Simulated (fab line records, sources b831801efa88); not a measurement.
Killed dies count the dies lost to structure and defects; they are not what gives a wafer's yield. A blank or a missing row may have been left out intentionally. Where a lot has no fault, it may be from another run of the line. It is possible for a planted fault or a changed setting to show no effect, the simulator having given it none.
Chamber matching / flow sky130 / 4 sister chambers for SKY_VIA4_CMP_21 on cmp-01
The step polishes, stops on SiO2, t overpolish 25 s, target thk 0 nm. 14 wafers are shown with their chamber, then 6 later ones without.

WAFERS PAIRED WITH THEIR CHAMBERS
wafer=L762.3; chamber=3; motor_current_A (A)=11.0; time_to_endpoint_s (s)=127
wafer=L762.5; chamber=3; motor_current_A (A)=10.6; time_to_endpoint_s (s)=129
wafer=L762.6; chamber=0; motor_current_A (A)=12.6; time_to_endpoint_s (s)=119
wafer=L764.3; chamber=2; motor_current_A (A)=12.6; time_to_endpoint_s (s)=118
wafer=L764.5; chamber=2; motor_current_A (A)=12.0; time_to_endpoint_s (s)=121
wafer=L764.6; chamber=3; motor_current_A (A)=10.8; time_to_endpoint_s (s)=123
wafer=L774.2; chamber=2; motor_current_A (A)=12.2; time_to_endpoint_s (s)=118
wafer=L774.6; chamber=2; motor_current_A (A)=12.5; time_to_endpoint_s (s)=116
wafer=L777.2; chamber=0; motor_current_A (A)=12.5; time_to_endpoint_s (s)=114
wafer=L777.3; chamber=3; motor_current_A (A)=11.0; time_to_endpoint_s (s)=120
wafer=L777.5; chamber=0; motor_current_A (A)=12.0; time_to_endpoint_s (s)=118
wafer=L779.2; chamber=2; motor_current_A (A)=12.3; time_to_endpoint_s (s)=113
wafer=L779.5; chamber=1; motor_current_A (A)=8.2; time_to_endpoint_s (s)=111
wafer=L779.6; chamber=2; motor_current_A (A)=12.5; time_to_endpoint_s (s)=110

SIGNATURES (means of the wafers above)
reading=motor_current_A; chamber 0=12.367; chamber 1=8.200; chamber 2=12.350; chamber 3=10.850; scatter within a chamber=0.239
reading=time_to_endpoint_s; chamber 0=117.00; chamber 1=111.00; chamber 2=116.00; chamber 3=124.75; scatter within a chamber=3.75
Rule: for each reading, subtract the chamber's mean from the wafer's reading, divide by that reading's scatter and square the result; add these up over the readings and take the root, which gives the wafer's distance from the chamber. The wafer belongs to the nearest chamber; if the next one is less than 2 further off, it can't be placed. The scatter is the square root of a quotient: the sum, over the shown wafers, of each reading's squared deviation from its chamber's mean, divided by wafers minus chambers.

WAFERS WHOSE CHAMBER IS MISSING
wafer=L780.2; motor_current_A (A)=8.8; time_to_endpoint_s (s)=121
wafer=L780.3; motor_current_A (A)=12.2; time_to_endpoint_s (s)=114
wafer=L780.4; motor_current_A (A)=10.9; time_to_endpoint_s (s)=124
wafer=L782.1; motor_current_A (A)=13.2; time_to_endpoint_s (s)=118
wafer=L782.3; motor_current_A (A)=8.5; time_to_endpoint_s (s)=119
wafer=L782.5; motor_current_A (A)=12.2; time_to_endpoint_s (s)=116

THE CHAMBER EACH PASSED THROUGH
wafer=L780.2; from the rows above=1; in truth=1
wafer=L780.3; from the rows above=can't be placed: 2 or 0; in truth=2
wafer=L780.4; from the rows above=3; in truth=3
wafer=L782.1; from the rows above=can't be placed: 0 or 2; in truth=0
wafer=L782.3; from the rows above=1; in truth=1
wafer=L782.5; from the rows above=can't be placed: 2 or 0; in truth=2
3 of 6 placed correctly. Unplaceable from these rows: 3, with the true chamber sitting among the candidates in 3. 0 placed wrongly.
